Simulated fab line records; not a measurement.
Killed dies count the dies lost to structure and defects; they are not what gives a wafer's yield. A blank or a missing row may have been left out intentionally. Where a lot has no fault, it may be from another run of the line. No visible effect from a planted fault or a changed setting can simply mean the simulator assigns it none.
The tool behind it: which one? / flow gf180mcu / 12 lots, 36 wafers sampled, at 6 steps of a route of 602

WHAT EACH GAUGE READ, for each wafer
GF_HV_LDD_TW_MEAS_23. Usual: for HV_LDD_2_TW the level is 1055 and the standard deviation is 5.5.
lot=L396; measured=day 10 21:53; on=film metro-03; HV_LDD_2_TW=1053 1058 1056; flag=
lot=L397; measured=day 11 05:20; on=film metro-04; HV_LDD_2_TW=1049 1053 1057; flag=
lot=L399; measured=day 11 23:24; on=film metro-04; HV_LDD_2_TW=1047 1051 1056; flag=
lot=L400; measured=day 12 06:13; on=film metro-04; HV_LDD_2_TW=1061 1059 1059; flag=
lot=L403; measured=day 13 09:38; on=film metro-01; HV_LDD_2_TW=1066 1068 1062; flag=
lot=L407; measured=day 14 10:52; on=film metro-03; HV_LDD_2_TW=1056 1041 1056; flag=
lot=L408; measured=day 14 16:26; on=film metro-01; HV_LDD_2_TW=1056 1057 1058; flag=
lot=L412; measured=day 15 23:47; on=film metro-01; HV_LDD_2_TW=1045 1044 1048; flag=
lot=L413; measured=day 16 05:54; on=film metro-04; HV_LDD_2_TW=1044 1051 1052; flag=
lot=L414; measured=day 16 13:56; on=film metro-04; HV_LDD_2_TW=1050 1049 1047; flag=
lot=L415; measured=day 17 02:13; on=film metro-01; HV_LDD_2_TW=1058 1054 1053; flag=
lot=L417; measured=day 17 11:13; on=film metro-04; HV_LDD_2_TW=1050 1049 1052; flag=

GF_HV_LDD_OVL_MEAS_47. Usual: for HV_LDD_03_OVL the level is 1.5 nm and the standard deviation is 1.1.
lot=L396; measured=day 12 12:39; on=overlay-01; HV_LDD_03_OVL (nm)=1.8 2.0 2.2; flag=
lot=L397; measured=day 12 20:49; on=overlay-02; HV_LDD_03_OVL (nm)=1.9 1.4 1.4; flag=
lot=L399; measured=day 13 16:47; on=overlay-01; HV_LDD_03_OVL (nm)=2.4 -1.0 1.8; flag=
lot=L400; measured=day 13 22:11; on=overlay-01; HV_LDD_03_OVL (nm)=0.0 -0.7 -0.7; flag=
lot=L403; measured=day 15 03:57; on=overlay-02; HV_LDD_03_OVL (nm)=3.3 3.8 2.8; flag=
lot=L407; measured=day 16 07:00; on=overlay-02; HV_LDD_03_OVL (nm)=0.3 1.3 1.6; flag=
lot=L408; measured=day 16 12:11; on=overlay-02; HV_LDD_03_OVL (nm)=-0.2 0.2 0.7; flag=
lot=L412; measured=day 17 23:59; on=overlay-01; HV_LDD_03_OVL (nm)=2.6 3.0 2.3; flag=
lot=L413; measured=day 18 04:49; on=overlay-02; HV_LDD_03_OVL (nm)=2.0 1.4 2.1; flag=
lot=L414; measured=day 18 13:33; on=overlay-01; HV_LDD_03_OVL (nm)=0.1 2.1 0.5; flag=
lot=L415; measured=day 19 02:22; on=overlay-01; HV_LDD_03_OVL (nm)=1.0 0.8 -0.5; flag=
lot=L417; measured=day 19 11:55; on=overlay-01; HV_LDD_03_OVL (nm)=-0.5 1.3 1.5; flag=

GF_PSD_RS_MEAS_14: the measuring method here is four-point-probe. Usual: for NSD_RS the level is 46.11 ohm/sq and the standard deviation is 0.08.
lot=L396; measured=day 14 09:35; on=film metro-04; NSD_RS (ohm/sq)=46.17 46.09 46.09; flag=
lot=L397; measured=day 14 18:02; on=film metro-04; NSD_RS (ohm/sq)=46.11 46.28 46.00; flag=
lot=L399; measured=day 15 16:02; on=film metro-02; NSD_RS (ohm/sq)=46.05 46.07 46.22; flag=
lot=L400; measured=day 15 21:02; on=film metro-04; NSD_RS (ohm/sq)=46.05 46.15 46.10; flag=
lot=L403; measured=day 17 04:52; on=film metro-02; NSD_RS (ohm/sq)=46.17 46.15 46.15; flag=
lot=L407; measured=day 18 09:16; on=film metro-04; NSD_RS (ohm/sq)=45.72 45.79 45.76; flag=OFF
lot=L408; measured=day 18 15:14; on=film metro-01; NSD_RS (ohm/sq)=45.85 45.77 45.76; flag=OFF
lot=L412; measured=day 20 04:20; on=film metro-04; NSD_RS (ohm/sq)=46.12 46.12 46.25; flag=
lot=L413; measured=day 20 09:23; on=film metro-01; NSD_RS (ohm/sq)=45.96 45.97 46.04; flag=
lot=L414; measured=day 20 18:55; on=film metro-02; NSD_RS (ohm/sq)=46.12 45.93 46.11; flag=
lot=L415; measured=day 21 07:37; on=film metro-02; NSD_RS (ohm/sq)=46.08 46.12 46.15; flag=
lot=L417; measured=day 21 16:34; on=film metro-02; NSD_RS (ohm/sq)=46.23 46.20 46.20; flag=

GF_CONTACT_THK_MEAS_01. Usual: for CONTACT_CVD_00_THK the level is 300 nm and the standard deviation is 3.4.
lot=L396; measured=day 15 08:05; on=film metro-01; CONTACT_CVD_00_THK (nm)=309 304 305; flag=
lot=L397; measured=day 15 16:56; on=film metro-01; CONTACT_CVD_00_THK (nm)=304 303 305; flag=
lot=L399; measured=day 16 15:32; on=film metro-03; CONTACT_CVD_00_THK (nm)=301 300 302; flag=
lot=L400; measured=day 16 20:38; on=film metro-04; CONTACT_CVD_00_THK (nm)=295 299 301; flag=
lot=L403; measured=day 18 04:26; on=film metro-03; CONTACT_CVD_00_THK (nm)=299 303 304; flag=
lot=L407; measured=day 19 10:04; on=film metro-01; CONTACT_CVD_00_THK (nm)=300 304 304; flag=
lot=L408; measured=day 19 17:06; on=film metro-03; CONTACT_CVD_00_THK (nm)=300 298 300; flag=
lot=L412; measured=day 21 06:02; on=film metro-04; CONTACT_CVD_00_THK (nm)=298 303 302; flag=
lot=L413; measured=day 21 11:08; on=film metro-04; CONTACT_CVD_00_THK (nm)=295 302 304; flag=
lot=L414; measured=day 21 19:55; on=film metro-03; CONTACT_CVD_00_THK (nm)=302 301 303; flag=
lot=L415; measured=day 22 08:11; on=film metro-01; CONTACT_CVD_00_THK (nm)=300 296 302; flag=
lot=L417; measured=day 22 18:03; on=film metro-03; CONTACT_CVD_00_THK (nm)=303 305 300; flag=

WHAT TOOL EACH LOT RAN ON (gives the tool, then ch and the chambers of the sampled wafers, and finally the start)
lot=L396; GF_NSD_IMPLANT_09=implanter-03 ch 0, day 13 12:01; GF_NSD_STRIP_11=plasma asher-03 ch 0,1, day 13 12:19
lot=L397; GF_NSD_IMPLANT_09=implanter-03 ch 0, day 13 20:11; GF_NSD_STRIP_11=plasma asher-01 ch 0,1, day 13 20:28
lot=L399; GF_NSD_IMPLANT_09=implanter-04 ch 0, day 14 17:53; GF_NSD_STRIP_11=plasma asher-02 ch 0,1, day 14 18:10
lot=L400; GF_NSD_IMPLANT_09=implanter-03 ch 0, day 14 23:05; GF_NSD_STRIP_11=plasma asher-02 ch 0,1, day 14 23:23
lot=L403; GF_NSD_IMPLANT_09=implanter-03 ch 0, day 16 04:46; GF_NSD_STRIP_11=plasma asher-02 ch 0,1, day 16 05:04
lot=L407; GF_NSD_IMPLANT_09=implanter-03 ch 0, day 17 09:26; GF_NSD_STRIP_11=plasma asher-01 ch 0,1, day 17 09:43
lot=L408; GF_NSD_IMPLANT_09=implanter-03 ch 0, day 17 15:11; GF_NSD_STRIP_11=plasma asher-01 ch 0,1, day 17 15:28
lot=L412; GF_NSD_IMPLANT_09=implanter-02 ch 0, day 19 02:59; GF_NSD_STRIP_11=plasma asher-03 ch 0,1, day 19 03:17
lot=L413; GF_NSD_IMPLANT_09=implanter-02 ch 0, day 19 08:20; GF_NSD_STRIP_11=plasma asher-03 ch 0,1, day 19 08:37
lot=L414; GF_NSD_IMPLANT_09=implanter-04 ch 0, day 19 17:32; GF_NSD_STRIP_11=plasma asher-02 ch 0,1, day 19 17:50
lot=L415; GF_NSD_IMPLANT_09=implanter-04 ch 0, day 20 06:28; GF_NSD_STRIP_11=plasma asher-02 ch 0,1, day 20 06:43
lot=L417; GF_NSD_IMPLANT_09=implanter-04 ch 0, day 20 15:29; GF_NSD_STRIP_11=plasma asher-02 ch 0,1, day 20 15:45
- GF_NSD_IMPLANT_09
- GF_NSD_STRIP_11: strips in O2/N2.

AS READ BY THE TOOLS THEMSELVES (means over the sampled wafers that have a number; for cases with no such wafer, the mark the record gives instead)
GF_NSD_IMPLANT_09. Usual: 4e+15 for dose ions cm2, sd 4.4e+12.
lot=L396; tool=implanter-03; dose ions cm2=4e+15; flag=
lot=L397; tool=implanter-03; dose ions cm2=4e+15; flag=
lot=L399; tool=implanter-04; dose ions cm2=4e+15; flag=
lot=L400; tool=implanter-03; dose ions cm2=4e+15; flag=
lot=L403; tool=implanter-03; dose ions cm2=4e+15; flag=
lot=L407; tool=implanter-03; dose ions cm2=4e+15; flag=
lot=L408; tool=implanter-03; dose ions cm2=4e+15; flag=
lot=L412; tool=implanter-02; dose ions cm2=4e+15; flag=
lot=L413; tool=implanter-02; dose ions cm2=4e+15; flag=
lot=L414; tool=implanter-04; dose ions cm2=4e+15; flag=
lot=L415; tool=implanter-04; dose ions cm2=4e+15; flag=
lot=L417; tool=implanter-04; dose ions cm2=4e+15; flag=

GF_NSD_STRIP_11. Usual: drypump motor current A 5.77 A, standard deviation 0.21; heater power w 334 W, standard deviation 31; oes product au 0.487 a.u., standard deviation 0.0046; strip time to endpoint s 22.95 s, standard deviation 0.039.
lot=L396; tool=plasma asher-03; drypump motor current A (A)=5.66; heater power w (W)=373; oes product au (a.u.)=0.484; strip time to endpoint s (s)=22.96; flag=
lot=L397; tool=plasma asher-01; drypump motor current A (A)=6.04; heater power w (W)=329; oes product au (a.u.)=0.487; strip time to endpoint s (s)=22.93; flag=
lot=L399; tool=plasma asher-02; drypump motor current A (A)=5.78; heater power w (W)=329; oes product au (a.u.)=0.489; strip time to endpoint s (s)=22.97; flag=
lot=L400; tool=plasma asher-02; drypump motor current A (A)=5.78; heater power w (W)=327; oes product au (a.u.)=0.492; strip time to endpoint s (s)=22.93; flag=
lot=L403; tool=plasma asher-02; drypump motor current A (A)=5.74; heater power w (W)=321; oes product au (a.u.)=0.486; strip time to endpoint s (s)=22.89; flag=
lot=L407; tool=plasma asher-01; drypump motor current A (A)=5.76; heater power w (W)=307; oes product au (a.u.)=0.486; strip time to endpoint s (s)=23.26; flag=OFF
lot=L408; tool=plasma asher-01; drypump motor current A (A)=5.78; heater power w (W)=304; oes product au (a.u.)=0.481; strip time to endpoint s (s)=23.22; flag=OFF
lot=L412; tool=plasma asher-03; drypump motor current A (A)=5.65; heater power w (W)=368; oes product au (a.u.)=0.486; strip time to endpoint s (s)=22.96; flag=
lot=L413; tool=plasma asher-03; drypump motor current A (A)=5.66; heater power w (W)=370; oes product au (a.u.)=0.487; strip time to endpoint s (s)=23.00; flag=
lot=L414; tool=plasma asher-02; drypump motor current A (A)=5.73; heater power w (W)=317; oes product au (a.u.)=0.484; strip time to endpoint s (s)=22.92; flag=
lot=L415; tool=plasma asher-02; drypump motor current A (A)=5.75; heater power w (W)=322; oes product au (a.u.)=0.487; strip time to endpoint s (s)=22.98; flag=
lot=L417; tool=plasma asher-02; drypump motor current A (A)=5.74; heater power w (W)=321; oes product au (a.u.)=0.484; strip time to endpoint s (s)=22.95; flag=

THE ANSWER, worked out from the rows above alone
Rule: a lot is off if the mean of its wafers that have a number lies more than 3 standard deviations from the usual mean. Also off: a lot with no number at a reading for which 4 or more lots have one. Where the step has rows for the other lots, those lots are counted as sound. After the gauges, taken in route order, come the tools' own readings; for these a lot's mean is taken, as printed above. At the first step where some lot is off, the reading lying furthest off is the one used; lots without a number count as furthest.
Off: at GF_PSD_RS_MEAS_14 (NSD_RS), L407, L408.
If a tool, at a process step before that reading, ran all the lots that are off and no sound lot after the first of them, it fits. The gauges at GF_PSD_RS_MEAS_14 aren't tried: what is off there is off at GF_NSD_STRIP_11 too, on other tools, and a gauge's error can't cause that. Undecided on this evidence; 2 tools fit (implanter-03 at GF_NSD_IMPLANT_09, plasma asher-01 at GF_NSD_STRIP_11).

WHAT THE SIMULATOR PUT IN
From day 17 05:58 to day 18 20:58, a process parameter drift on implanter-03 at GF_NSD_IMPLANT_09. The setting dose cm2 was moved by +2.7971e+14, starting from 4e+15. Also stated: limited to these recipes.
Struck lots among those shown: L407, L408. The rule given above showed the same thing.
